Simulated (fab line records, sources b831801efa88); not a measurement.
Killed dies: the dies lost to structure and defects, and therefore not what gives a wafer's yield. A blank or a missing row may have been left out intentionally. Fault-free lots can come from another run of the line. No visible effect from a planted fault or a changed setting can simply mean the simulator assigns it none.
Which tool is to blame? || flow gf180mcu || 72 wafers from 24 lots sampled at 4 of the route's 602 steps

WHAT EACH GAUGE READ, for each wafer
GF_V3_THK_MEAS_01.
{"lot": "L074", "measured": "day 21 18:31", "on": "film metro-03", "V3_CVD_00_THK (nm)": "594 596 592"}
{"lot": "L075", "measured": "day 21 15:13", "on": "film metro-03", "V3_CVD_00_THK (nm)": "600 602 601"}
{"lot": "L076", "measured": "day 22 03:31", "on": "film metro-03", "V3_CVD_00_THK (nm)": "599 606 608"}
{"lot": "L077", "measured": "day 22 18:26", "on": "film metro-03", "V3_CVD_00_THK (nm)": "591 589 594"}
{"lot": "L078", "measured": "day 23 01:02", "on": "film metro-03", "V3_CVD_00_THK (nm)": "603 607 598"}
{"lot": "L079", "measured": "day 23 03:13", "on": "film metro-02", "V3_CVD_00_THK (nm)": "610 602 605"}
{"lot": "L080", "measured": "day 23 13:22", "on": "film metro-01", "V3_CVD_00_THK (nm)": "599 604 603"}
{"lot": "L081", "measured": "day 23 23:12", "on": "film metro-03", "V3_CVD_00_THK (nm)": "598 601 595"}
{"lot": "L082", "measured": "day 24 06:05", "on": "film metro-02", "V3_CVD_00_THK (nm)": "599 604 600"}
{"lot": "L083", "measured": "day 24 13:12", "on": "film metro-03", "V3_CVD_00_THK (nm)": "608 609 599"}
{"lot": "L084", "measured": "day 24 22:00", "on": "film metro-02", "V3_CVD_00_THK (nm)": "603 597 595"}
{"lot": "L085", "measured": "day 25 05:04", "on": "film metro-03", "V3_CVD_00_THK (nm)": "592 595 595"}
{"lot": "L086", "measured": "day 25 11:09", "on": "film metro-02", "V3_CVD_00_THK (nm)": "599 594 599"}
{"lot": "L087", "measured": "day 25 16:52", "on": "film metro-01", "V3_CVD_00_THK (nm)": "589 589 587"}
{"lot": "L088", "measured": "day 26 08:54", "on": "film metro-02", "V3_CVD_00_THK (nm)": "606 600 599"}
{"lot": "L089", "measured": "day 26 14:08", "on": "film metro-03", "V3_CVD_00_THK (nm)": "609 600 606"}
{"lot": "L090", "measured": "day 26 21:50", "on": "film metro-03", "V3_CVD_00_THK (nm)": "602 605 605"}
{"lot": "L091", "measured": "day 27 00:40", "on": "film metro-03", "V3_CVD_00_THK (nm)": "607 602 611"}
{"lot": "L092", "measured": "day 27 10:20", "on": "film metro-03", "V3_CVD_00_THK (nm)": "612 599 603"}
{"lot": "L093", "measured": "day 27 20:50", "on": "film metro-01", "V3_CVD_00_THK (nm)": "596 607 594"}
{"lot": "L094", "measured": "day 27 22:39", "on": "film metro-01", "V3_CVD_00_THK (nm)": "595 595 603"}
{"lot": "L095", "measured": "day 28 08:30", "on": "film metro-03", "V3_CVD_00_THK (nm)": "604 612 611"}
{"lot": "L096", "measured": "day 28 14:40", "on": "film metro-01", "V3_CVD_00_THK (nm)": "612 612 612"}
{"lot": "L097", "measured": "day 29 00:37", "on": "film metro-01", "V3_CVD_00_THK (nm)": "596 597 592"}

EACH LOT AND THE TOOL THAT RAN IT (in order: tool; ch and the chambers of the sampled wafers; start)
{"lot": "L074", "GF_LVPWELL_STRIP_10": "plasma asher-04 ch 1, day 3 20:35", "GF_M1_SPUTTER_04": "pvd sputter-02, day 16 11:35", "GF_V2_CMP_04": "cmp-01 ch 0,1,2, day 19 15:27"}
{"lot": "L075", "GF_LVPWELL_STRIP_10": "plasma asher-04 ch 0,1, day 4 01:55", "GF_M1_SPUTTER_04": "pvd sputter-02, day 16 09:29", "GF_V2_CMP_04": "cmp-02 ch 0,3, day 19 12:52"}
{"lot": "L076", "GF_LVPWELL_STRIP_10": "plasma asher-03 ch 0,1, day 4 07:53", "GF_M1_SPUTTER_04": "pvd sputter-02, day 16 19:20", "GF_V2_CMP_04": "cmp-02 ch 0,3, day 20 01:10"}
{"lot": "L077", "GF_LVPWELL_STRIP_10": "plasma asher-01 ch 0,1, day 4 13:56", "GF_M1_SPUTTER_04": "pvd sputter-01, day 17 11:30", "GF_V2_CMP_04": "cmp-01 ch 0,1,2, day 20 16:39"}
{"lot": "L078", "GF_LVPWELL_STRIP_10": "plasma asher-01 ch 0,1, day 4 18:34", "GF_M1_SPUTTER_04": "pvd sputter-02, day 17 17:56", "GF_V2_CMP_04": "cmp-02 ch 0,2,3, day 20 22:45"}
{"lot": "L079", "GF_LVPWELL_STRIP_10": "plasma asher-03 ch 0,1, day 4 23:50", "GF_M1_SPUTTER_04": "pvd sputter-02, day 17 19:37", "GF_V2_CMP_04": "cmp-02 ch 2,3, day 21 00:18"}
{"lot": "L080", "GF_LVPWELL_STRIP_10": "plasma asher-04 ch 0,1, day 5 06:46", "GF_M1_SPUTTER_04": "pvd sputter-03, day 18 06:34", "GF_V2_CMP_04": "cmp-01 ch 0,2,3, day 21 11:35"}
{"lot": "L081", "GF_LVPWELL_STRIP_10": "plasma asher-01 ch 0,1, day 5 11:26", "GF_M1_SPUTTER_04": "pvd sputter-01, day 18 17:50", "GF_V2_CMP_04": "cmp-01 ch 0,2,3, day 21 22:37"}
{"lot": "L082", "GF_LVPWELL_STRIP_10": "plasma asher-04 ch 1, day 5 16:41", "GF_M1_SPUTTER_04": "pvd sputter-01, day 19 01:14", "GF_V2_CMP_04": "cmp-01 ch 0,2, day 22 06:01"}
{"lot": "L083", "GF_LVPWELL_STRIP_10": "plasma asher-01 ch 0,1, day 5 22:43", "GF_M1_SPUTTER_04": "pvd sputter-02, day 19 09:53", "GF_V2_CMP_04": "cmp-02 ch 0,1,2, day 22 13:53"}
{"lot": "L084", "GF_LVPWELL_STRIP_10": "plasma asher-01 ch 1, day 6 04:20", "GF_M1_SPUTTER_04": "pvd sputter-02, day 19 18:44", "GF_V2_CMP_04": "cmp-01 ch 1,3, day 22 22:24"}
{"lot": "L085", "GF_LVPWELL_STRIP_10": "plasma asher-03 ch 0,1, day 6 09:49", "GF_M1_SPUTTER_04": "pvd sputter-01, day 20 02:41", "GF_V2_CMP_04": "cmp-02 ch 0,1, day 23 05:35"}
{"lot": "L086", "GF_LVPWELL_STRIP_10": "plasma asher-04 ch 0,1, day 6 14:55", "GF_M1_SPUTTER_04": "pvd sputter-02, day 20 09:02", "GF_V2_CMP_04": "cmp-01 ch 1,2,3, day 23 12:38"}
{"lot": "L087", "GF_LVPWELL_STRIP_10": "plasma asher-04 ch 0,1, day 6 20:59", "GF_M1_SPUTTER_04": "pvd sputter-01, day 20 17:40", "GF_V2_CMP_04": "cmp-02 ch 0,2, day 23 18:32"}
{"lot": "L088", "GF_LVPWELL_STRIP_10": "plasma asher-04 ch 0,1, day 7 07:10", "GF_M1_SPUTTER_04": "pvd sputter-02, day 21 12:20", "GF_V2_CMP_04": "cmp-02 ch 0,3, day 24 12:35"}
{"lot": "L089", "GF_LVPWELL_STRIP_10": "plasma asher-03 ch 0,1, day 7 09:46", "GF_M1_SPUTTER_04": "pvd sputter-02, day 21 17:08", "GF_V2_CMP_04": "cmp-01 ch 1,2,3, day 24 16:44"}
{"lot": "L090", "GF_LVPWELL_STRIP_10": "plasma asher-03 ch 0,1, day 7 15:10", "GF_M1_SPUTTER_04": "pvd sputter-02, day 22 02:30", "GF_V2_CMP_04": "cmp-02 ch 0,2,3, day 25 01:54"}
{"lot": "L091", "GF_LVPWELL_STRIP_10": "plasma asher-01 ch 1, day 7 19:43", "GF_M1_SPUTTER_04": "pvd sputter-03, day 22 03:44", "GF_V2_CMP_04": "cmp-01 ch 0,3, day 25 03:35"}
{"lot": "L092", "GF_LVPWELL_STRIP_10": "plasma asher-03 ch 0,1, day 8 03:01", "GF_M1_SPUTTER_04": "pvd sputter-03, day 22 16:09", "GF_V2_CMP_04": "cmp-01 ch 1,2, day 25 13:21"}
{"lot": "L093", "GF_LVPWELL_STRIP_10": "plasma asher-03 ch 0,1, day 8 08:52", "GF_M1_SPUTTER_04": "pvd sputter-02, day 23 02:13", "GF_V2_CMP_04": "cmp-02 ch 2,3, day 26 00:38"}
{"lot": "L094", "GF_LVPWELL_STRIP_10": "plasma asher-03 ch 0,1, day 8 13:35", "GF_M1_SPUTTER_04": "pvd sputter-03, day 23 05:37", "GF_V2_CMP_04": "cmp-01 ch 0,3, day 26 03:12"}
{"lot": "L095", "GF_LVPWELL_STRIP_10": "plasma asher-03 ch 0,1, day 8 18:34", "GF_M1_SPUTTER_04": "pvd sputter-01, day 23 17:00", "GF_V2_CMP_04": "cmp-02 ch 1,2,3, day 26 13:53"}
{"lot": "L096", "GF_LVPWELL_STRIP_10": "plasma asher-03 ch 0,1, day 8 23:44", "GF_M1_SPUTTER_04": "pvd sputter-02, day 23 23:52", "GF_V2_CMP_04": "cmp-02 ch 0,3, day 26 20:40"}
{"lot": "L097", "GF_LVPWELL_STRIP_10": "plasma asher-03 ch 0,1, day 9 07:07", "GF_M1_SPUTTER_04": "pvd sputter-03, day 24 06:23", "GF_V2_CMP_04": "cmp-01 ch 2,3, day 27 01:58"}
- GF_LVPWELL_STRIP_10: strips in O2/N2.
- GF_M1_SPUTTER_04: material TiN, target thk 50 nm, time 41.7 s.
- GF_V2_CMP_04: polishes SiO2.

AS READ BY THE TOOLS THEMSELVES (means over the sampled wafers that have a number; for cases with no such wafer, the mark the record gives instead)
GF_LVPWELL_STRIP_10.
{"lot": "L074", "tool": "plasma asher-04", "drypump motor current A (A)": 6.1, "heater power w (W)": 333, "oes product au (a.u.)": 0.722, "strip time to endpoint s (s)": 37.15}
{"lot": "L075", "tool": "plasma asher-04", "drypump motor current A (A)": 6.1, "heater power w (W)": 330, "oes product au (a.u.)": 0.721, "strip time to endpoint s (s)": 37.00}
{"lot": "L076", "tool": "plasma asher-03", "drypump motor current A (A)": 5.6, "heater power w (W)": 378, "oes product au (a.u.)": 0.723, "strip time to endpoint s (s)": 36.97}
{"lot": "L077", "tool": "plasma asher-01", "drypump motor current A (A)": 5.4, "heater power w (W)": 340, "oes product au (a.u.)": 0.720, "strip time to endpoint s (s)": 36.90}
{"lot": "L078", "tool": "plasma asher-01", "drypump motor current A (A)": 5.4, "heater power w (W)": 328, "oes product au (a.u.)": 0.719, "strip time to endpoint s (s)": 36.85}
{"lot": "L079", "tool": "plasma asher-03", "drypump motor current A (A)": 5.4, "heater power w (W)": 388, "oes product au (a.u.)": 0.725, "strip time to endpoint s (s)": 36.90}
{"lot": "L080", "tool": "plasma asher-04", "drypump motor current A (A)": 6.0, "heater power w (W)": 336, "oes product au (a.u.)": 0.721, "strip time to endpoint s (s)": 37.09}
{"lot": "L081", "tool": "plasma asher-01", "drypump motor current A (A)": 5.4, "heater power w (W)": 341, "oes product au (a.u.)": 0.723, "strip time to endpoint s (s)": 36.79}
{"lot": "L082", "tool": "plasma asher-04", "drypump motor current A (A)": 6.1, "heater power w (W)": 334, "oes product au (a.u.)": 0.718, "strip time to endpoint s (s)": 37.05}
{"lot": "L083", "tool": "plasma asher-01", "drypump motor current A (A)": 5.3, "heater power w (W)": 326, "oes product au (a.u.)": 0.723, "strip time to endpoint s (s)": 36.89}
{"lot": "L084", "tool": "plasma asher-01", "drypump motor current A (A)": 5.4, "heater power w (W)": 313, "oes product au (a.u.)": 0.721, "strip time to endpoint s (s)": 36.91}
{"lot": "L085", "tool": "plasma asher-03", "drypump motor current A (A)": 5.6, "heater power w (W)": 372, "oes product au (a.u.)": 0.726, "strip time to endpoint s (s)": 37.12}
{"lot": "L086", "tool": "plasma asher-04", "drypump motor current A (A)": 6.0, "heater power w (W)": 333, "oes product au (a.u.)": 0.721, "strip time to endpoint s (s)": 37.00}
{"lot": "L087", "tool": "plasma asher-04", "drypump motor current A (A)": 6.0, "heater power w (W)": 337, "oes product au (a.u.)": 0.721, "strip time to endpoint s (s)": 36.90}
{"lot": "L088", "tool": "plasma asher-04", "drypump motor current A (A)": 6.0, "heater power w (W)": 335, "oes product au (a.u.)": 0.728, "strip time to endpoint s (s)": 36.97}
{"lot": "L089", "tool": "plasma asher-03", "drypump motor current A (A)": 5.4, "heater power w (W)": 385, "oes product au (a.u.)": 0.719, "strip time to endpoint s (s)": 36.92}
{"lot": "L090", "tool": "plasma asher-03", "drypump motor current A (A)": 5.7, "heater power w (W)": 372, "oes product au (a.u.)": 0.725, "strip time to endpoint s (s)": 37.11}
{"lot": "L091", "tool": "plasma asher-01", "drypump motor current A (A)": 5.4, "heater power w (W)": 308, "oes product au (a.u.)": 0.723, "strip time to endpoint s (s)": 36.85}
{"lot": "L092", "tool": "plasma asher-03", "drypump motor current A (A)": 5.6, "heater power w (W)": 375, "oes product au (a.u.)": 0.720, "strip time to endpoint s (s)": 37.05}
{"lot": "L093", "tool": "plasma asher-03", "drypump motor current A (A)": 5.4, "heater power w (W)": 387, "oes product au (a.u.)": 0.723, "strip time to endpoint s (s)": 36.80}
{"lot": "L094", "tool": "plasma asher-03", "drypump motor current A (A)": 5.6, "heater power w (W)": 372, "oes product au (a.u.)": 0.718, "strip time to endpoint s (s)": 36.98}
{"lot": "L095", "tool": "plasma asher-03", "drypump motor current A (A)": 5.4, "heater power w (W)": 384, "oes product au (a.u.)": 0.721, "strip time to endpoint s (s)": 36.88}
{"lot": "L096", "tool": "plasma asher-03", "drypump motor current A (A)": 5.4, "heater power w (W)": 388, "oes product au (a.u.)": 0.720, "strip time to endpoint s (s)": 37.01}
{"lot": "L097", "tool": "plasma asher-03", "drypump motor current A (A)": 5.6, "heater power w (W)": 375, "oes product au (a.u.)": 0.718, "strip time to endpoint s (s)": 37.08}

GF_M1_SPUTTER_04.
{"lot": "L074", "tool": "pvd sputter-02", "throttle valve pct (%)": 29.7}
{"lot": "L075", "tool": "pvd sputter-02", "throttle valve pct (%)": 30.0}
{"lot": "L076", "tool": "pvd sputter-02", "throttle valve pct (%)": 30.0}
{"lot": "L077", "tool": "pvd sputter-01", "throttle valve pct (%)": 30.1}
{"lot": "L078", "tool": "pvd sputter-02", "throttle valve pct (%)": 29.7}
{"lot": "L079", "tool": "pvd sputter-02", "throttle valve pct (%)": 29.9}
{"lot": "L080", "tool": "pvd sputter-03", "throttle valve pct (%)": 31.3}
{"lot": "L081", "tool": "pvd sputter-01", "throttle valve pct (%)": 29.9}
{"lot": "L082", "tool": "pvd sputter-01", "throttle valve pct (%)": 29.9}
{"lot": "L083", "tool": "pvd sputter-02", "throttle valve pct (%)": 30.0}
{"lot": "L084", "tool": "pvd sputter-02", "throttle valve pct (%)": 29.7}
{"lot": "L085", "tool": "pvd sputter-01", "throttle valve pct (%)": 29.6}
{"lot": "L086", "tool": "pvd sputter-02", "throttle valve pct (%)": 29.9}
{"lot": "L087", "tool": "pvd sputter-01", "throttle valve pct (%)": 30.1}
{"lot": "L088", "tool": "pvd sputter-02", "throttle valve pct (%)": 30.3}
{"lot": "L089", "tool": "pvd sputter-02", "throttle valve pct (%)": 30.2}
{"lot": "L090", "tool": "pvd sputter-02", "throttle valve pct (%)": 30.1}
{"lot": "L091", "tool": "pvd sputter-03", "throttle valve pct (%)": 31.3}
{"lot": "L092", "tool": "pvd sputter-03", "throttle valve pct (%)": 31.2}
{"lot": "L093", "tool": "pvd sputter-02", "throttle valve pct (%)": 29.9}
{"lot": "L094", "tool": "pvd sputter-03", "throttle valve pct (%)": 31.0}
{"lot": "L095", "tool": "pvd sputter-01", "throttle valve pct (%)": 29.8}
{"lot": "L096", "tool": "pvd sputter-02", "throttle valve pct (%)": 30.0}
{"lot": "L097", "tool": "pvd sputter-03", "throttle valve pct (%)": 30.8}

GF_V2_CMP_04.
{"lot": "L074", "tool": "cmp-01", "motor current A (A)": 12.2, "time to endpoint s (s)": 85}
{"lot": "L075", "tool": "cmp-02", "motor current A (A)": 12.4, "time to endpoint s (s)": 82}
{"lot": "L076", "tool": "cmp-02", "motor current A (A)": 11.7, "time to endpoint s (s)": 77}
{"lot": "L077", "tool": "cmp-01", "motor current A (A)": 12.3, "time to endpoint s (s)": 83}
{"lot": "L078", "tool": "cmp-02", "motor current A (A)": 11.5, "time to endpoint s (s)": 85}
{"lot": "L079", "tool": "cmp-02", "motor current A (A)": 11.0, "time to endpoint s (s)": 85}
{"lot": "L080", "tool": "cmp-01", "motor current A (A)": 13.7, "time to endpoint s (s)": 84}
{"lot": "L081", "tool": "cmp-01", "motor current A (A)": 13.2, "time to endpoint s (s)": 80}
{"lot": "L082", "tool": "cmp-01", "motor current A (A)": 13.4, "time to endpoint s (s)": 78}
{"lot": "L083", "tool": "cmp-02", "motor current A (A)": 12.2, "time to endpoint s (s)": 77}
{"lot": "L084", "tool": "cmp-01", "motor current A (A)": 10.8, "time to endpoint s (s)": 84}
{"lot": "L085", "tool": "cmp-02", "motor current A (A)": 13.2, "time to endpoint s (s)": 77}
{"lot": "L086", "tool": "cmp-01", "motor current A (A)": 12.2, "time to endpoint s (s)": 82}
{"lot": "L087", "tool": "cmp-02", "motor current A (A)": 11.8, "time to endpoint s (s)": 84}
{"lot": "L088", "tool": "cmp-02", "motor current A (A)": 11.8, "time to endpoint s (s)": 77}
{"lot": "L089", "tool": "cmp-01", "motor current A (A)": 12.1, "time to endpoint s (s)": 79}
{"lot": "L090", "tool": "cmp-02", "motor current A (A)": 11.6, "time to endpoint s (s)": 75}
{"lot": "L091", "tool": "cmp-01", "motor current A (A)": 13.4, "time to endpoint s (s)": 83}
{"lot": "L092", "tool": "cmp-01", "motor current A (A)": 12.5, "time to endpoint s (s)": 84}
{"lot": "L093", "tool": "cmp-02", "motor current A (A)": 11.5, "time to endpoint s (s)": 82}
{"lot": "L094", "tool": "cmp-01", "motor current A (A)": 13.2, "time to endpoint s (s)": 86}
{"lot": "L095", "tool": "cmp-02", "motor current A (A)": 11.5, "time to endpoint s (s)": 77}
{"lot": "L096", "tool": "cmp-02", "motor current A (A)": 12.0, "time to endpoint s (s)": 80}
{"lot": "L097", "tool": "cmp-01", "motor current A (A)": 13.6, "time to endpoint s (s)": 82}

THE ANSWER, worked out from the rows above alone
Rule: usual is defined by the lots themselves. The widest of any qualifying gaps counts: lots, ordered by their means at a reading, are off when they make up no more than a third of the lots, leave a main group of 4 or more, and stand apart from it by 3 or more times the standard deviation of that group's means. Not used: any main group whose means are identical at the precision the tables above print for the reading. A lot without any number at a reading at which 4 lots or more have one is off too. Any other lot the step has rows for is counted as sound. The gauges are gone through in route order, then the tools' own readings, and for those a lot's mean is taken as printed above. The first step at which some lot is off is used, and at that step the reading that is off furthest; a lot without a number counts as furthest.
No lot is off on any of the readings shown, so nothing can be concluded from this.

WHAT THE SIMULATOR HAD INSERTED
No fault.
